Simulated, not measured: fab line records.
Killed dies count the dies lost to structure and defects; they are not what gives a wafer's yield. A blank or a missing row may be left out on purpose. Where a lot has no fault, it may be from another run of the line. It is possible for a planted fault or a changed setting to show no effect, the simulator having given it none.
Chamber matching + flow gf180mcu + 4 sister chambers for GF_V4_CMP_26 on cmp-01
The step polishes, stops on SiO2, t overpolish 15 s, target thk 0 nm. 16 wafers are shown with their chamber, then 7 later ones without.

== WAFERS WITH THEIR CHAMBER ==
| wafer  | chamber | motor-current-A (A) | slurry-flow-ml-min | head-pressure-psi (psi) |
|--------|---------|---------------------|--------------------|-------------------------|
| L268.2 | 2       | 9.2                 | 149.9              | 3.495                   |
| L268.5 | 0       | 11.3                | 149.9              | 3.495                   |
| L268.6 | 3       | 8.8                 | 148.9              | 3.495                   |
| L274.2 | 2       | 9.1                 | 150.2              | 3.491                   |
| L274.3 | 3       | 9.3                 | 150.1              | 3.488                   |
| L282.1 | 3       | 9.0                 | 150.9              | 3.518                   |
| L282.4 | 0       | 10.9                | 150.7              | 3.511                   |
| L282.6 | 0       | 11.9                | 150.2              | 3.498                   |
| L283.2 | 1       | 12.8                | 149.5              | 3.507                   |
| L283.4 | 2       | 9.6                 | 150.1              | 3.502                   |
| L283.5 | 3       | 8.9                 | 149.8              | 3.496                   |
| L284.3 | 0       | 11.7                | 149.8              | 3.502                   |
| L284.4 | 2       | 9.3                 | 150.6              | 3.508                   |
| L284.5 | 3       | 8.9                 | 150.6              | 3.490                   |
| L285.1 | 3       | 8.9                 | 151.1              | 3.492                   |
| L285.2 | 0       | 11.9                | 150.0              | 3.501                   |

SIGNATURES (averages over the wafers above)
| reading            | chamber 0 | chamber 1 | chamber 2 | chamber 3 | scatter within a chamber |
|--------------------|-----------|-----------|-----------|-----------|--------------------------|
| motor-current-A    | 11.540    | 12.800    | 9.300     | 8.967     | 0.295                    |
| slurry-flow-ml-min | 150.120   | 149.500   | 150.200   | 150.233   | 0.583                    |
| head-pressure-psi  | 3.50140   | 3.50700   | 3.49900   | 3.49650   | 0.00873                  |
Rule: a wafer's distance from a chamber is the root of the sum, over the readings, of the square of ((its reading less the chamber's mean) divided by the reading's scatter). If the next closest chamber is less than 2 further off than the closest, the wafer can't be placed; otherwise it belongs to the closest. How the scatter is found: for the shown wafers, subtract from each reading the mean of its chamber, square and add these, divide the total by (wafers less chambers), then take the root.

== WAFERS MISSING THEIR CHAMBER ==
| wafer  | motor-current-A (A) | slurry-flow-ml-min | head-pressure-psi (psi) |
|--------|---------------------|--------------------|-------------------------|
| L285.5 | 11.9                | 150.1              | 3.484                   |
| L287.3 | 11.7                | 149.6              | 3.504                   |
| L287.5 | 9.5                 | 151.3              | 3.487                   |
| L287.6 | 12.0                | 149.8              | 3.490                   |
| L290.1 | 12.1                | 149.8              | 3.510                   |
| L290.3 | 9.0                 | 150.4              | 3.507                   |
| L290.5 | 11.9                | 151.3              | 3.489                   |

== CHAMBER TAKEN BY EACH ==
| wafer  | from the rows above     | in truth |
|--------|-------------------------|----------|
| L285.5 | can't be placed: 0 or 1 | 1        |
| L287.3 | 0                       | 0        |
| L287.5 | can't be placed: 2 or 3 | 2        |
| L287.6 | can't be placed: 0 or 1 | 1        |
| L290.1 | can't be placed: 0 or 1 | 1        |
| L290.3 | can't be placed: 3 or 2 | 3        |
| L290.5 | 0                       | 0        |
Correctly placed: 2 of 7. Unplaceable from these rows: 5, with the true chamber sitting among the candidates in 5. Number placed wrongly: 0.
